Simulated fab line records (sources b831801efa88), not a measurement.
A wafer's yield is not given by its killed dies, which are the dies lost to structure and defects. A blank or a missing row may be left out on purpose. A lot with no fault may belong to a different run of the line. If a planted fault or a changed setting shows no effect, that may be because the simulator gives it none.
fab line records	flow sky130
[record] lots = 13	wafers = 39	last-day = 51
route steps=708 shown SD_N@350 SD_P@359 LOCAL_INTERCONNECT@389
lots with no fault: from the same line, run without faults
start-h: start of the lot's first displayed wafer, in hours after the record's first day	wait-h: hours elapsed since this lot's preceding step	" as in the row above	L1.1+2: several wafers, shown together as one row	- value missing, or start not given	* or withheld: withheld	< > ~ a bound
route shown NAME@n: a module of which the file shows steps, and the number in the route of the first	usual: average and standard deviation across the fault-free wafers	same: alike in all rows	chamber/n: place in a boat	sites: the reading at each site	_std_site: standard deviation across them	_edge_site: inner sites' mean taken away from outer sites' mean	radius-mm: how far each site lies from the wafer's centre	mask NAME#n: copy n	behind: the tool/chamber that last shaped the wafer	hold: reason for holding the lot/hours on hold/outcome of the hold	device: the transistor (n, p or np) that didn't switch	end of line: tests run on the same wafers once the route is complete	a step given without rows: its recipe and nothing more	killed: the dies lost at the first sort to structure and to defects; this is not the yield of the wafer	map: per-die view of a wafer (x killed, . not killed, _ where there is no die)
set.NAME: setting as actually run; set.NAME@STEP: the setting as run at that earlier step	model.NAME: the simulator's own value behind a step, which no gauge read
a sample of lots followed through the steps of the route, with each step as a table and each wafer as a row
services: a tool's chamber out of use, with start hour (start-h, from the record's first day; less than 0 if before it), hours out, and reason
[[steps]]
[step SKY_SD_N_OVL_MEAS_08]
[usual] SD_N_OVL = 1.9/1.3
lot.wafer	tool	chamber	start-h	wait-h	SD_N_OVL[nm]
L821.3	overlay-01	-	649.95	0.1	2.8
L821.4	"	-	"	"	2.5
L821.5	"	-	"	"	2.9
L823.2	overlay-02	-	676.79	0.1	2.0
L823.3	"	-	"	"	2.3
L823.5	"	-	"	"	1.8
L825.2	overlay-02	-	685.16	0.1	1.0
L825.3	"	-	"	"	2.9
L825.4	"	-	"	"	1.6
L824.2	overlay-02	-	685.69	0.1	0.5
L824.5	"	-	"	"	0.0
L824.6	"	-	"	"	0.3
L828.3	overlay-02	-	711.07	0.1	-0.3
L828.5	"	-	"	"	-0.2
L828.6	"	-	"	"	1.4
L829.4	overlay-02	-	725.72	0.1	0.6
L829.5	"	-	"	"	3.8
L829.6	"	-	"	"	1.5
L831.2	overlay-02	-	731.11	0.1	1.8
L831.3	"	-	"	"	1.2
L831.6	"	-	"	"	2.8
L833.1	overlay-01	-	751.70	0.1	0.8
L833.2	"	-	"	"	1.4
L833.5	"	-	"	"	-0.2
L835.2	overlay-02	-	770.94	0.1	3.7
L835.3	"	-	"	"	4.0
L835.5	"	-	"	"	2.5
L837.3	overlay-02	-	783.37	0.1	0.8
L837.4	"	-	"	"	0.6
L837.6	"	-	"	"	1.6
L838.3	overlay-01	-	785.47	0.1	4.6
L838.4	"	-	"	"	1.9
L838.5	"	-	"	"	3.0
L843.1	overlay-01	-	852.94	0.1	1.3
L843.3	"	-	"	"	1.3
L843.6	"	-	"	"	1.1
L842.2	overlay-01	-	856.46	0.1	2.0
L842.3	"	-	"	"	2.3
L842.4	"	-	"	"	2.1
[step SKY_SD_N_RS_MEAS_17]
[recipe] thk-meas-gauge = four-point-probe
[usual] SD_P_RS = 147.1/0.4
lot.wafer	tool	chamber	start-h	wait-h	SD_P_RS[ohm/sq]
L821.3	film-metro-02	-	650.82	0.1	147.3
L821.4	"	-	"	"	147.3
L821.5	"	-	"	"	146.7
L823.2	film-metro-03	-	678.50	0.1	147.5
L823.3	"	-	"	"	147.6
L823.5	"	-	"	"	146.8
L825.2	film-metro-02	-	686.02	0.1	147.3
L825.3	"	-	"	"	147.3
L825.4	"	-	"	"	147.0
L824.2	film-metro-03	-	686.55	0.1	147.2
L824.5	"	-	"	"	146.8
L824.6	"	-	"	"	146.8
L828.3	film-metro-02	-	711.93	0.1	147.0
L828.5	"	-	"	"	146.8
L828.6	"	-	"	"	146.4
L829.4	film-metro-02	-	726.60	0.1	146.1
L829.5	"	-	"	"	146.3
L829.6	"	-	"	"	146.6
L831.2	film-metro-04	-	731.97	0.1	146.8
L831.3	"	-	"	"	146.8
L831.6	"	-	"	"	147.3
L833.1	film-metro-02	-	752.54	0.1	146.9
L833.2	"	-	"	"	147.0
L833.5	"	-	"	"	147.0
L835.2	film-metro-03	-	771.80	0.1	147.2
L835.3	"	-	"	"	148.1
L835.5	"	-	"	"	147.7
L837.3	film-metro-04	-	784.24	0.1	147.4
L837.4	"	-	"	"	147.4
L837.6	"	-	"	"	147.6
L838.3	film-metro-04	-	786.34	0.1	147.3
L838.4	"	-	"	"	147.0
L838.5	"	-	"	"	147.4
L843.1	film-metro-03	-	853.78	0.1	146.6
L843.3	"	-	"	"	146.5
L843.6	"	-	"	"	146.7
L842.2	film-metro-02	-	857.32	0.1	147.5
L842.3	"	-	"	"	147.0
L842.4	"	-	"	"	147.5
[step SKY_LOCAL_INTERCONNECT_THK_MEAS_02]
[recipe] thk-meas-gauge = xrf	reads = TiN_of_LOCAL_INTERCONNECT_SPUTTER_00
[usual] LOCAL_INTERCONNECT_TIN_THK = 101.3/1.3
lot.wafer	tool	chamber	start-h	wait-h	LOCAL_INTERCONNECT_TIN_THK[nm]
L821.3	film-metro-01	-	681.21	0.1	100.7
L821.4	"	-	"	"	99.4
L821.5	"	-	"	"	100.6
L823.2	film-metro-02	-	709.20	0.1	102.5
L823.3	"	-	"	"	100.8
L823.5	"	-	"	"	102.8
L825.2	film-metro-01	-	716.45	0.1	102.8
L825.3	"	-	"	"	103.0
L825.4	"	-	"	"	102.8
L824.2	film-metro-04	-	716.72	0.1	100.8
L824.5	"	-	"	"	100.5
L824.6	"	-	"	"	100.6
L828.3	film-metro-04	-	742.36	0.1	99.6
L828.5	"	-	"	"	99.9
L828.6	"	-	"	"	99.4
L829.4	film-metro-04	-	756.33	0.1	101.0
L829.5	"	-	"	"	102.6
L829.6	"	-	"	"	100.9
L831.2	film-metro-02	-	761.15	0.1	103.4
L831.3	"	-	"	"	100.4
L831.6	"	-	"	"	101.0
L833.1	film-metro-01	-	781.91	0.1	100.6
L833.2	"	-	"	"	99.8
L833.5	"	-	"	"	100.0
L835.2	film-metro-04	-	799.65	0.1	98.0
L835.3	"	-	"	"	98.1
L835.5	"	-	"	"	98.9
L837.3	film-metro-02	-	812.61	0.1	102.3
L837.4	"	-	"	"	102.3
L837.6	"	-	"	"	102.2
L838.3	film-metro-01	-	814.88	0.1	98.4
L838.4	"	-	"	"	99.2
L838.5	"	-	"	"	100.1
L843.1	film-metro-02	-	881.91	0.1	100.8
L843.3	"	-	"	"	101.6
L843.6	"	-	"	"	101.8
L842.2	film-metro-04	-	885.85	0.1	100.3
L842.3	"	-	"	"	100.5
L842.4	"	-	"	"	101.7
[step SKY_LOCAL_INTERCONNECT_COAT_06]
[recipe] resist = KrF-thick	spin-rpm = 3000	resist-thk-nm = 450
[usual] spin-speed-rpm = 2999.5/1.9
lot.wafer	tool	chamber	start-h	wait-h	spin-speed-rpm
L821.3	litho-track-02	0	695	-	2999.4
L821.4	"	0	"	"	2997.9
L821.5	"	0	"	"	3001.5
L823.2	litho-track-04	0	722	-	3001.3
L823.3	"	0	"	"	3001.2
L823.5	"	0	723	-	2998.3
L825.2	litho-track-02	0	729	-	2998.4
L825.3	"	0	"	"	3003.5
L825.4	"	0	"	"	2998.6
L824.2	litho-track-04	0	729	-	3001.5
L824.5	"	0	"	"	2996.2
L824.6	"	0	"	"	2999.4
L828.3	litho-track-02	0	754	-	3000.3
L828.5	"	0	755	-	2999.8
L828.6	"	0	"	"	2999.0
L829.4	litho-track-04	0	770	-	2998.7
L829.5	"	0	"	"	3001.2
L829.6	"	0	"	"	3001.1
L831.2	litho-track-04	0	775	-	2997.7
L831.3	"	0	"	"	2997.5
L831.6	"	0	"	"	2998.3
L833.1	litho-track-04	0	795	-	2996.4
L833.2	"	0	"	"	2995.2
L833.5	"	0	"	"	3000.5
L835.2	litho-track-04	0	812	-	2923.9
L835.3	"	0	"	"	2925.8
L835.5	"	0	"	"	2926.2
L837.3	litho-track-04	0	825	-	2923.5
L837.4	"	0	"	"	2921.8
L837.6	"	0	"	"	2922.3
L838.3	litho-track-03	0	827	-	2999.2
L838.4	"	0	"	"	2999.1
L838.5	"	0	"	"	2995.9
L843.1	litho-track-03	0	894	-	2995.3
L843.3	"	0	"	"	2996.6
L843.6	"	0	"	"	2997.7
L842.2	litho-track-03	0	898	-	2997.7
L842.3	"	0	"	"	3001.6
L842.4	"	0	"	"	3002.7
[step SKY_LOCAL_INTERCONNECT_STRIP_15]
[recipe] chemistry = O2/N2	power-w = 1400	pressure-mtorr = 1500	platen-temp-c = withheld	o2-flow-sccm = 3000	n2-flow-sccm = 300	overash-fraction = 0.5
[usual] drypump-motor-current-A = 6.1/0.38	oes-product-au = 0.426/0.0044	strip-time-to-endpoint-s = 4.702/0.019
lot.wafer	tool	chamber	start-h	wait-h	drypump-motor-current-A	oes-product-au	rf-hours-counter-h	strip-time-to-endpoint-s
L821.3	plasma-asher-04	0	709.89	0.1	6.4	0.432	-	4.712
L821.4	"	1	"	"	5.8	0.431	-	4.697
L821.5	"	1	"	"	5.8	0.424	-	4.678
L823.2	plasma-asher-04	1	737.06	0.0	5.8	0.431	92	4.685
L823.3	"	1	"	"	5.8	0.422	-	4.668
L823.5	"	1	"	"	5.8	0.424	-	4.679
L825.2	plasma-asher-04	0	743.66	0.0	6.4	0.424	93	4.686
L825.3	"	1	"	"	5.8	0.424	-	4.673
L825.4	"	0	"	"	6.4	0.419	-	4.692
L824.2	plasma-asher-02	1	744.10	0.0	5.8	0.430	63	4.715
L824.5	"	0	"	"	6.3	0.425	-	4.709
L824.6	"	1	"	"	5.8	0.432	-	4.692
L828.3	plasma-asher-04	0	769.69	0.1	6.4	0.424	-	4.698
L828.5	"	0	"	"	6.4	0.431	-	4.680
L828.6	"	1	"	"	5.8	0.433	-	4.664
L829.4	plasma-asher-03	0	783.86	0.1	6.6	0.422	-	4.707
L829.5	"	1	"	"	5.4	0.419	-	4.681
L829.6	"	0	"	"	6.6	0.424	-	4.710
L831.2	plasma-asher-03	0	788.25	0.1	6.6	0.422	4	4.690
L831.3	"	0	"	"	6.6	0.423	-	4.706
L831.6	"	0	"	"	6.5	0.432	-	4.685
L833.1	plasma-asher-02	0	808.56	0.0	6.4	0.420	70	4.722
L833.2	"	1	"	"	5.8	0.433	70	4.715
L833.5	"	1	"	"	5.8	0.430	-	4.738
L835.2	plasma-asher-02	0	826.61	0.0	6.3	0.427	72	4.772
L835.3	"	0	"	"	6.3	0.422	-	4.793
L835.5	"	1	"	"	5.8	0.429	-	4.764
L837.3	plasma-asher-03	0	839.39	0.1	6.6	0.433	-	4.747
L837.4	"	1	"	"	5.5	0.433	-	4.769
L837.6	"	1	"	"	5.5	0.427	-	4.759
L838.3	plasma-asher-02	1	841.14	0.1	5.8	0.422	-	4.677
L838.4	"	0	"	"	6.3	0.421	-	4.713
L838.5	"	1	"	"	5.8	0.424	-	4.710
L843.1	plasma-asher-03	1	907.84	0.0	5.5	0.424	16	4.695
L843.3	"	1	"	"	5.4	0.422	-	4.679
L843.6	"	1	"	"	5.4	0.430	-	4.684
L842.2	plasma-asher-02	0	911.69	0.0	6.4	0.425	80	4.713
L842.3	"	1	"	"	5.8	0.430	-	4.719
L842.4	"	0	"	"	6.3	0.429	-	4.725
[[services]]
tool	chamber	start-h	hours	kind
plasma-asher-02	-	688.67	2.8	pm
plasma-asher-03	-	733.75	9.0	pm
plasma-asher-03	0	733.75	9.0	vent-cycle
plasma-asher-03	1	733.75	9.0	vent-cycle
plasma-asher-03	0	742.75	-	clean
plasma-asher-03	1	742.75	-	clean
plasma-asher-03	-	747.62	4.1	repair
plasma-asher-04	-	787.98	3.2	repair
plasma-asher-04	-	825.93	1.8	repair
plasma-asher-03	-	888.86	2.8	repair
[[key]]
[first-sign] step = SKY_LOCAL_INTERCONNECT_COAT_06	reading = spin-speed-rpm	direction = down	sigmas = 40	usual = 2999.5	struck = 2923.9
[effect] step = SKY_LOCAL_INTERCONNECT_STRIP_15	reading = strip-time-to-endpoint-s	direction = up	sigmas = 3.4	usual = *	struck = *
met-at SKY_LOCAL_INTERCONNECT_COAT_06
struck-lots L835,L837
tester-left-out L835,L837
not-acting-at SKY_SD_N_OVL_MEAS_08,SKY_SD_N_RS_MEAS_17,SKY_LOCAL_INTERCONNECT_THK_MEAS_02
onset-between 795 812
[fault] kind = process-parameter-drift	tool = litho-track-04	chamber = -	onset-h = 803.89	steps = SKY_LOCAL_INTERCONNECT_COAT_06	channel = spin-rpm	offset = -74.86	shape = step	end-h = 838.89	acts-in = these-recipes-only	stated = 3000
// tester-left-out: of these lots the tester's yield and bins aren't shown, on N5 and GAA mostly nor the transistor test; their killed dies are dies lost to structure and defects alone, not to doping, threshold or leakage, so they don't give the yield
